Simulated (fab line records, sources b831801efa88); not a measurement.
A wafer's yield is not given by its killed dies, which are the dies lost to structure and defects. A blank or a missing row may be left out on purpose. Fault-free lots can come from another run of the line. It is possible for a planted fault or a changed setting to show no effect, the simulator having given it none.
fab line records -- flow sky130
[record] lots = 6, wafers = 18, last-day = 50
route steps=708 shown SD_N@350 SD_P@359 RES_XHIGH@360 SALICIDE@361 LI_CONTACT@362
lots that met no fault: from a run of the same line without faults
start-h: hours from the record's opening day to when the first of the lot's shown wafers began -- wait-h: hours since the lot's step before -- " the same as in the row above -- L1.1+2: a single row standing in for several wafers -- - either no value or no given start -- * or withheld: withheld -- < > ~ a bound
route shown NAME@n: NAME is a module with steps in the file, n the number in the route of the first one -- usual: mean/standard deviation taken from wafers without a fault -- same: alike in all rows -- chamber/n: place in a boat -- sites: each site's reading -- _std_site: standard deviation of those values -- _edge_site: outer sites' mean less inner sites' -- radius-mm: for every site, how far away it sits from the centre of the wafer -- mask NAME#n: copy n -- behind: the last tool/chamber to shape the wafer -- hold: why the lot went on hold/how many hours it stayed there/how the hold came to an end -- device: names the non-switching transistor (n, p or np) -- end of line: tests of these same wafers at the route's end -- step lacking rows: just its recipe -- killed: not the wafer's yield, but the dies lost to structure and defects at the first sort -- map: a wafer's dies, marking killed ones x, the rest . and places with no die _
set.NAME: setting as actually run; set.NAME@STEP: the setting as run at that earlier step -- model.NAME: the simulator's own value behind a step, which no gauge read
certain route steps with their lots: each step a table, each wafer a row
services: the hour from which a tool's chamber was out of use, counted from the record's first day as start-h (under 0 if before that day), plus the number of hours and why
[[steps]]
[step SKY_SD_N_OVL_MEAS_08]
[usual] SD_N_OVL = 0.2/1.4
lot.wafer,tool,chamber,start-h,wait-h,SD_N_OVL[nm]
L646.3,overlay-02,-,690.25,0.1,0.7
L646.5,overlay-02,-,690.25,0.1,1.5
L646.6,overlay-02,-,690.25,0.1,-0.6
L648.2,overlay-01,-,707.80,0.1,1.6
L648.3,overlay-01,-,707.80,0.1,2.0
L648.5,overlay-01,-,707.80,0.1,0.8
L656.2,overlay-02,-,769.11,0.1,1.9
L656.4,overlay-02,-,769.11,0.1,-0.3
L656.6,overlay-02,-,769.11,0.1,-1.0
L658.2,overlay-02,-,786.25,0.1,1.0
L658.4,overlay-02,-,786.25,0.1,3.0
L658.6,overlay-02,-,786.25,0.1,1.7
L661.1,overlay-01,-,809.39,0.1,-0.4
L661.2,overlay-01,-,809.39,0.1,0.9
L661.6,overlay-01,-,809.39,0.1,-0.5
L664.1,overlay-01,-,833.85,0.1,2.9
L664.5,overlay-01,-,833.85,0.1,2.2
L664.6,overlay-01,-,833.85,0.1,2.3
[step SKY_SD_N_IMPLANT_09]
[recipe] species = As, energy-kev = 50, dose-cm2 = 4e+15, tilt-deg = 0
[step SKY_SD_N_IMPLANT_10]
[recipe] species = P, energy-kev = 20, dose-cm2 = 1e+14, tilt-deg = 0
[step SKY_SD_N_STRIP_11]
[recipe] chemistry = O2/N2, power-w = 1400, pressure-mtorr = 1500, platen-temp-c = withheld, o2-flow-sccm = 3000, n2-flow-sccm = 300, overash-fraction = 0.5
[usual] drypump-motor-current-A = 5.2/0.45, oes-product-au = 0.527/0.0047, strip-time-to-endpoint-s = 22.53/0.043
lot.wafer,tool,chamber,start-h,wait-h,drypump-motor-current-A,oes-product-au,rf-hours-counter-h,strip-time-to-endpoint-s
L646.3,plasma-asher-04,0,690.61,0.1,6.0,0.528,-,22.49
L646.5,plasma-asher-04,1,690.61,0.1,4.7,0.520,-,22.54
L646.6,plasma-asher-04,0,690.61,0.1,6.0,0.526,-,22.50
L648.2,plasma-asher-01,0,708.13,0.1,4.9,0.523,104,22.51
L648.3,plasma-asher-01,1,708.13,0.1,5.1,0.519,-,22.49
L648.5,plasma-asher-01,0,708.13,0.1,4.9,0.527,-,22.48
L656.2,plasma-asher-01,1,769.44,0.1,5.1,0.530,2,22.56
L656.4,plasma-asher-01,1,769.44,0.1,5.1,0.522,-,22.54
L656.6,plasma-asher-01,1,769.44,0.1,5.1,0.537,-,22.54
L658.2,plasma-asher-04,1,786.58,0.1,4.7,0.513,66,22.56
L658.4,plasma-asher-04,0,786.58,0.1,5.9,0.525,-,22.59
L658.6,plasma-asher-04,1,786.58,0.1,4.7,0.525,-,22.57
L661.1,plasma-asher-04,0,809.73,0.1,5.9,0.525,68,22.60
L661.2,plasma-asher-04,1,809.73,0.1,4.7,0.528,68,22.59
L661.6,plasma-asher-04,1,809.73,0.1,4.7,0.522,-,22.63
L664.1,plasma-asher-03,1,834.19,0.1,5.3,0.521,98,22.48
L664.5,plasma-asher-03,1,834.19,0.1,5.3,0.524,-,22.47
L664.6,plasma-asher-03,0,834.19,0.1,5.5,0.534,-,22.48
[step SKY_SD_N_TW_MEAS_12]
[usual] SD_N_TW = 3982/20
lot.wafer,tool,chamber,start-h,wait-h,SD_N_TW
L646.3,film-metro-04,-,690.70,0.1,3973
L646.5,film-metro-04,-,690.70,0.1,3993
L646.6,film-metro-04,-,690.70,0.1,3984
L648.2,film-metro-01,-,708.24,0.1,4000
L648.3,film-metro-01,-,708.24,0.1,3994
L648.5,film-metro-01,-,708.24,0.1,4009
L656.2,film-metro-01,-,769.55,0.1,3995
L656.4,film-metro-01,-,769.55,0.1,3997
L656.6,film-metro-01,-,769.55,0.1,4022
L658.2,film-metro-03,-,786.69,0.1,3993
L658.4,film-metro-03,-,786.69,0.1,3974
L658.6,film-metro-03,-,786.69,0.1,3998
L661.1,film-metro-01,-,809.83,0.1,3959
L661.2,film-metro-01,-,809.83,0.1,3971
L661.6,film-metro-01,-,809.83,0.1,3970
L664.1,film-metro-01,-,834.29,0.1,4001
L664.5,film-metro-01,-,834.29,0.1,3989
L664.6,film-metro-01,-,834.29,0.1,3996
[step SKY_SD_N_CLEAN_13]
[recipe] chemistry = SC1/SC2, mix = 1:4:20, temp-c = 70, time-s = 150, dry = n2-spin
[step SKY_SD_N_RTA_14]
[recipe] temp-c = 1075, time-s = 2, idle-temp-c = 650, ramp-up-c-per-s = 150, ramp-down-c-per-s = 90, ambient = N2
[usual] lamp-power-pct = 15.74/0.055, ramp-down-c-per-s = 90.000/0.018, wafer_temp_C_max = 1078.0/1.3
lot.wafer,tool,chamber,start-h,wait-h,lamp-power-pct,ramp-down-c-per-s,wafer_temp_C_max
L646.3,rtp-anneal-02,0,690.81,0.0,15.73,90.020,1076.7
L646.5,rtp-anneal-02,0,690.81,0.0,15.68,89.980,1078.6
L646.6,rtp-anneal-02,0,690.81,0.0,15.72,90.033,1076.4
L648.2,rtp-anneal-02,0,708.35,0.0,15.82,89.994,1079.9
L648.3,rtp-anneal-02,0,708.35,0.0,15.75,90.026,1077.2
L648.5,rtp-anneal-02,0,708.35,0.0,15.70,89.984,1078.7
L656.2,rtp-anneal-02,0,769.66,0.0,15.70,90.041,1078.0
L656.4,rtp-anneal-02,0,769.66,0.0,15.75,90.002,1078.9
L656.6,rtp-anneal-02,0,769.66,0.0,15.63,89.953,1080.1
L658.2,rtp-anneal-01,0,786.80,0.0,15.74,89.977,1077.4
L658.4,rtp-anneal-01,0,786.80,0.0,15.74,89.998,1078.4
L658.6,rtp-anneal-01,0,786.80,0.0,15.84,90.003,1079.7
L661.1,rtp-anneal-01,0,809.94,0.0,15.78,90.003,1076.4
L661.2,rtp-anneal-01,0,809.94,0.0,15.78,90.017,1077.4
L661.6,rtp-anneal-01,0,809.94,0.0,15.81,89.979,1076.9
L664.1,rtp-anneal-02,0,834.40,0.0,15.80,90.004,1077.6
L664.5,rtp-anneal-02,0,834.40,0.0,15.69,90.007,1078.0
L664.6,rtp-anneal-02,0,834.40,0.0,15.77,90.008,1080.2
[step SKY_SD_N_RS_MEAS_16]
[recipe] thk-meas-gauge = four-point-probe
[usual] SD_N_RS = 68.58/0.11
lot.wafer,tool,chamber,start-h,wait-h,SD_N_RS[ohm/sq]
L646.3,film-metro-03,-,691.00,0.1,68.79
L646.5,film-metro-03,-,691.00,0.1,68.77
L646.6,film-metro-03,-,691.00,0.1,68.78
L648.2,film-metro-03,-,708.53,0.1,68.61
L648.3,film-metro-03,-,708.53,0.1,68.53
L648.5,film-metro-03,-,708.53,0.1,68.57
L656.2,film-metro-04,-,769.85,0.1,68.76
L656.4,film-metro-04,-,769.85,0.1,68.69
L656.6,film-metro-04,-,769.85,0.1,68.57
L658.2,film-metro-04,-,786.98,0.1,68.72
L658.4,film-metro-04,-,786.98,0.1,68.60
L658.6,film-metro-04,-,786.98,0.1,68.72
L661.1,film-metro-03,-,810.11,0.1,68.52
L661.2,film-metro-03,-,810.11,0.1,68.61
L661.6,film-metro-03,-,810.11,0.1,68.64
L664.1,film-metro-04,-,834.57,0.1,68.59
L664.5,film-metro-04,-,834.57,0.1,68.76
L664.6,film-metro-04,-,834.57,0.1,68.54
[step SKY_SD_N_RS_MEAS_17]
[recipe] thk-meas-gauge = four-point-probe
[usual] SD_P_RS = 147.2/0.35
lot.wafer,tool,chamber,start-h,wait-h,SD_P_RS[ohm/sq]
L646.3,film-metro-03,-,691.12,0.1,147.3
L646.5,film-metro-03,-,691.12,0.1,147.2
L646.6,film-metro-03,-,691.12,0.1,147.8
L648.2,film-metro-03,-,708.65,0.1,147.5
L648.3,film-metro-03,-,708.65,0.1,146.4
L648.5,film-metro-03,-,708.65,0.1,147.3
L656.2,film-metro-04,-,769.97,0.1,147.2
L656.4,film-metro-04,-,769.97,0.1,147.1
L656.6,film-metro-04,-,769.97,0.1,147.2
L658.2,film-metro-04,-,787.10,0.1,147.0
L658.4,film-metro-04,-,787.10,0.1,147.2
L658.6,film-metro-04,-,787.10,0.1,147.3
L661.1,film-metro-03,-,810.23,0.1,146.9
L661.2,film-metro-03,-,810.23,0.1,147.0
L661.6,film-metro-03,-,810.23,0.1,147.2
L664.1,film-metro-04,-,834.69,0.1,146.8
L664.5,film-metro-04,-,834.69,0.1,147.0
L664.6,film-metro-04,-,834.69,0.1,146.8
[step SKY_SD_N_RS_MEAS_18]
[recipe] thk-meas-gauge = four-point-probe
[usual] RES_XHIGH_RS = 333.4/1.3
lot.wafer,tool,chamber,start-h,wait-h,RES_XHIGH_RS[ohm/sq]
L646.3,film-metro-03,-,691.24,0.1,334.6
L646.5,film-metro-03,-,691.24,0.1,333.5
L646.6,film-metro-03,-,691.24,0.1,334.1
L648.2,film-metro-03,-,708.77,0.1,334.9
L648.3,film-metro-03,-,708.77,0.1,335.4
L648.5,film-metro-03,-,708.77,0.1,335.3
L656.2,film-metro-04,-,770.09,0.1,331.0
L656.4,film-metro-04,-,770.09,0.1,332.0
L656.6,film-metro-04,-,770.09,0.1,331.8
L658.2,film-metro-04,-,787.22,0.1,333.4
L658.4,film-metro-04,-,787.22,0.1,333.3
L658.6,film-metro-04,-,787.22,0.1,333.3
L661.1,film-metro-03,-,810.35,0.1,334.4
L661.2,film-metro-03,-,810.35,0.1,333.6
L661.6,film-metro-03,-,810.35,0.1,333.6
L664.1,film-metro-04,-,834.81,0.1,334.6
L664.5,film-metro-04,-,834.81,0.1,335.7
L664.6,film-metro-04,-,834.81,0.1,335.2
[step SKY_SALICIDE_CLEAN_00]
[recipe] chemistry = HF-last, time-s = 30, dilution = 100:1, dry = ipa-marangoni
[step SKY_LI_CONTACT_HDPCVD_00]
[recipe] material = PSG, target-thk-nm = 930, sigma-open-frac = 0.3, time-s = 155, temp-c = 600, sih4-flow-sccm = 60, pressure-mtorr = 6
lot.wafer,tool,chamber,start-h,wait-h,model.PSG_of_LI_CONTACT_HDPCVD_00.thk-nm
L646.3,hdpcvd-02,0,691.34,0.0,929.7
L646.5,hdpcvd-02,2,691.34,0.0,950.9
L646.6,hdpcvd-02,1,691.34,0.0,934
L648.2,hdpcvd-01,0,708.89,0.0,924
L648.3,hdpcvd-01,1,708.89,0.0,941.2
L648.5,hdpcvd-01,1,708.89,0.0,927.8
L656.2,hdpcvd-01,1,770.20,0.0,735.3
L656.4,hdpcvd-01,2,770.20,0.0,937.5
L656.6,hdpcvd-01,1,770.20,0.0,729.1
L658.2,hdpcvd-01,2,787.34,0.0,936.3
L658.4,hdpcvd-01,2,787.34,0.0,931.4
L658.6,hdpcvd-01,1,787.34,0.0,728.5
L661.1,hdpcvd-02,0,810.49,0.0,924.4
L661.2,hdpcvd-02,1,810.49,0.0,932.1
L661.6,hdpcvd-02,1,810.49,0.0,937.1
L664.1,hdpcvd-02,1,834.95,0.0,925
L664.5,hdpcvd-02,2,834.95,0.0,941.6
L664.6,hdpcvd-02,1,834.95,0.0,950.3
[step SKY_LI_CONTACT_THK_MEAS_01]
[recipe] reads = PSG_of_LI_CONTACT_HDPCVD_00
[usual] LI_CONTACT_HDPCVD_THK = 933/9.3
lot.wafer,tool,chamber,start-h,wait-h,hold,LI_CONTACT_HDPCVD_THK[nm]
L646.3,film-metro-01,-,691.46,0.1,-,930
L646.5,film-metro-01,-,691.46,0.1,-,951
L646.6,film-metro-01,-,691.46,0.1,-,934
L648.2,film-metro-01,-,709.00,0.1,-,924
L648.3,film-metro-01,-,709.00,0.1,-,941
L648.5,film-metro-01,-,709.00,0.1,-,928
L656.2,film-metro-03,-,770.32,0.1,await-dispo/0.2h/release,735
L656.4,film-metro-03,-,770.32,0.1,await-dispo/0.2h/release,937
L656.6,film-metro-03,-,770.32,0.1,await-dispo/0.2h/release,729
L656.2,film-metro-03,-,770.54,0.2,-,735
L656.4,film-metro-03,-,770.54,0.2,-,937
L656.6,film-metro-03,-,770.54,0.2,-,729
L658.2,film-metro-03,-,787.45,0.1,await-dispo/0.2h/release,936
L658.4,film-metro-03,-,787.45,0.1,await-dispo/0.2h/release,931
L658.6,film-metro-03,-,787.45,0.1,await-dispo/0.2h/release,729
L658.2,film-metro-03,-,787.73,0.3,-,936
L658.4,film-metro-03,-,787.73,0.3,-,932
L658.6,film-metro-03,-,787.73,0.3,-,728
L661.1,film-metro-01,-,810.59,0.1,-,924
L661.2,film-metro-01,-,810.59,0.1,-,932
L661.6,film-metro-01,-,810.59,0.1,-,937
L664.1,film-metro-03,-,835.05,0.1,-,924
L664.5,film-metro-03,-,835.05,0.1,-,943
L664.6,film-metro-03,-,835.05,0.1,-,951
[step SKY_LI_CONTACT_CMP_02]
[recipe] material = PSG, down-force-psi = 4, platen-rpm = 60, pad-velocity-m-s = 0.94248
[usual] motor-current-A = 12.2/0.97, retaining-ring-pressure-frac = 1.000/0.0053, time-to-endpoint-s = 35.1/2.5
lot.wafer,tool,chamber,start-h,wait-h,hold,motor-current-A,retaining-ring-pressure-frac,time-to-endpoint-s
L646.3,cmp-01,3,691.60,0.1,-,12.0,1.001,31.5
L646.6,cmp-01,1,691.60,0.1,-,11.2,1.006,37.5
L646.5,cmp-01,2,691.60,0.1,-,13.5,1.005,34.1
L648.3,cmp-01,2,709.15,0.1,-,13.6,1.001,37.5
L648.2,cmp-01,3,709.15,0.1,-,11.5,1.003,32.0
L648.5,cmp-01,0,709.15,0.1,-,12.5,1.003,30.8
L656.2,cmp-01,3,773.27,2.7,await-dispo/2.7h/release,12.0,0.998,13.3
L656.4,cmp-01,2,773.27,2.7,await-dispo/2.7h/release,14.1,0.992,34.3
L656.6,cmp-01,3,773.27,2.7,await-dispo/2.7h/release,12.0,1.000,13.1
L658.4,cmp-01,1,790.93,3.2,await-dispo/3.1h/release,11.9,1.002,38.0
L658.2,cmp-01,3,790.93,3.2,await-dispo/3.1h/release,11.3,0.995,36.5
L658.6,cmp-01,2,790.93,3.2,await-dispo/3.1h/release,13.6,1.001,16.4
L661.1,cmp-01,3,810.70,0.1,-,12.4,1.000,33.5
L661.2,cmp-01,0,810.70,0.1,-,12.0,0.997,36.0
L661.6,cmp-01,2,810.70,0.1,-,13.4,0.999,36.3
L664.1,cmp-01,1,835.21,0.1,-,12.1,1.002,34.9
L664.6,cmp-01,3,835.21,0.1,-,12.2,0.993,36.2
L664.5,cmp-01,0,835.21,0.1,-,12.4,1.002,37.2
[step SKY_LI_CONTACT_BOW_MEAS_03]
[recipe] mode = bow
[usual] LI_CONTACT_BOW = 55/7.2
lot.wafer,tool,chamber,start-h,wait-h,LI_CONTACT_BOW[um]
L646.3,film-metro-01,-,691.84,0.2,65
L646.5,film-metro-01,-,691.84,0.2,66
L646.6,film-metro-01,-,691.84,0.2,52
L648.2,film-metro-04,-,709.37,0.1,56
L648.3,film-metro-04,-,709.37,0.1,54
L648.5,film-metro-04,-,709.37,0.1,52
L656.2,film-metro-04,-,773.82,0.5,42
L656.4,film-metro-04,-,773.82,0.5,56
L656.6,film-metro-04,-,773.82,0.5,56
L658.2,film-metro-03,-,791.27,0.2,51
L658.4,film-metro-03,-,791.27,0.2,46
L658.6,film-metro-03,-,791.27,0.2,62
L661.1,film-metro-01,-,810.95,0.2,54
L661.2,film-metro-01,-,810.95,0.2,45
L661.6,film-metro-01,-,810.95,0.2,67
L664.1,film-metro-04,-,835.41,0.1,59
L664.5,film-metro-04,-,835.41,0.1,52
L664.6,film-metro-04,-,835.41,0.1,59
[[services]]
tool,chamber,start-h,hours,kind
cmp-01,-,669.93,0.5,repair
cmp-01,-,670.93,0.7,repair
cmp-01,-,681.50,5.4,repair
hdpcvd-01,-,682.06,1.5,repair
hdpcvd-01,-,682.86,1.5,repair
plasma-asher-04,-,695.32,8.7,pm
hdpcvd-02,2,701.40,5.0,repair
plasma-asher-03,-,702.76,7.7,repair
cmp-01,-,722.15,4.7,pm
plasma-asher-01,-,733.75,9.0,pm
plasma-asher-01,0,733.75,9.0,vent-cycle
plasma-asher-01,1,733.75,9.0,vent-cycle
plasma-asher-01,0,742.75,-,clean
plasma-asher-01,1,742.75,-,clean
cmp-01,-,744.00,4.0,pm
cmp-01,-,748.00,-,consumable-replace:conditioner
cmp-01,-,748.00,-,consumable-replace:pad
plasma-asher-01,-,750.62,2.0,repair
plasma-asher-03,-,757.62,2.1,repair
cmp-01,-,763.25,1.4,repair
hdpcvd-02,-,765.39,1.0,repair
plasma-asher-03,-,768.43,0.8,repair
plasma-asher-01,-,833.83,1.3,repair
[[key]]
[first-sign] step = SKY_LI_CONTACT_THK_MEAS_01, reading = visit, direction = added
[effect] step = SKY_LI_CONTACT_THK_MEAS_01, reading = LI_CONTACT_HDPCVD_THK, direction = down, sigmas = 22, usual = 933, struck = 731
[effect] step = SKY_LI_CONTACT_CMP_02, reading = time-to-endpoint-s, direction = down, sigmas = 8.2, usual = *, struck = *
[model-effect] step = SKY_LI_CONTACT_HDPCVD_00, value = PSG_of_LI_CONTACT_HDPCVD_00.thk-nm, without = 930.6, struck = 731
met-at SKY_LI_CONTACT_HDPCVD_00
struck-wafers L656.2,L656.6,L658.6
tester-left-out L656,L658
onset-between 708.89 770.20
[fault] kind = process-parameter-drift, tool = hdpcvd-01, chamber = 1, onset-h = 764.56, steps = SKY_LI_CONTACT_HDPCVD_00, channel = target-thk-nm, offset = -199.6, shape = step, end-h = 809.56, acts-in = these-recipes-only, stated = 930
// tester-left-out: of these lots the tester's yield and bins aren't shown, on N5 and GAA mostly nor the transistor test; their killed dies are dies lost to structure and defects alone, not to doping, threshold or leakage, so they don't give the yield
